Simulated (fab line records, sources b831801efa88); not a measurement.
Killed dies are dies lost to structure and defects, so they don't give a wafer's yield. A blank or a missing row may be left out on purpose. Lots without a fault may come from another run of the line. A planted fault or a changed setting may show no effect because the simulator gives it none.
One fault seen from 2 desks | flow gf180mcu | each desk has only its own numbers; what lay behind them comes last

THE METROLOGY DESK
What the gauges read, lot by lot, whatever tool the lot ran on: means of the sampled wafers that have a number. A lot is out of limits, marked OUT, if its mean lies more than 4 standard deviations from the usual mean; the brackets give that distance.
Columns: A = V2_CVD_02_THK at GF_V2_THK_MEAS_03, usual 849 nm
lot  | first seen here | A
L895 | day 19 04:42    | 844
L896 | day 19 15:56    | 850
L898 | day 20 09:12    | 845
L899 | day 20 15:20    | 846
L900 | day 20 17:58    | 848
L905 | day 22 23:05    | 850
L906 | day 23 07:05    | 851
L908 | day 24 01:28    | 843
L912 | day 25 04:13    | 844
L914 | day 25 19:16    | 851
L915 | day 26 07:24    | 846
L916 | day 27 04:07    | 866
L917 | day 27 05:37    | 859
L918 | day 27 18:01    | 843
This desk's finding: nothing out of limits on any of the 14 lots.

THE TOOL OWNER'S DESK: rie_diel-04
The tool's own readings at GF_V2_ETCH_17 (etches SiO2 in C4F8/O2/Ar, stops on TiN, target depth 630 nm): means of the sampled wafers that have a number, for each lot that ran on this tool. A lot is out of limits, marked OUT, if its mean lies more than 4 standard deviations from the usual mean; the brackets give that distance.
Columns: A = bias_w at GF_V2_ETCH_17, usual 1200 W; B = oes_product_au at GF_V2_ETCH_17, usual 0.856 a.u.
lot  | first seen here | A              | B
L895 | day 20 05:00    | 1202           | 0.850
L900 | day 21 18:00    | 1201           | 0.857
L905 | day 23 22:00    | 1317 (+32) OUT | 0.860
L906 | day 24 06:00    | 1317 (+32) OUT | 0.852
L908 | day 25 00:00    | 1315 (+31) OUT | 0.858
L917 | day 28 02:00    | 1199           | 0.857
This desk's finding: out of limits on L905, L906, L908; first on L905, day 23 22:00 (bias_w at GF_V2_ETCH_17). In limits: L895, L900, L917.

PUT TOGETHER
The tool owner's desk could have raised an alarm at day 23 22:00, on L905, L906, L908.
The metrology desk saw nothing out of limits.
The metrology desk has L905, L906, L908 on record, within its limits.
Of the lots named, all ran GF_V2_ETCH_17 on rie_diel-04.

WHAT THE SIMULATOR HAD PUT IN
Process parameter drift: rie_diel-04, from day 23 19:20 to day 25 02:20, at GF_V2_ETCH_17. Setting bias_w, moved by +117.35, from 1200. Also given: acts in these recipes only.
Lots struck among those shown: L905, L906, L908.
Hours from the fault's start to each desk's first reading out of limits: the tool owner's desk, 3.
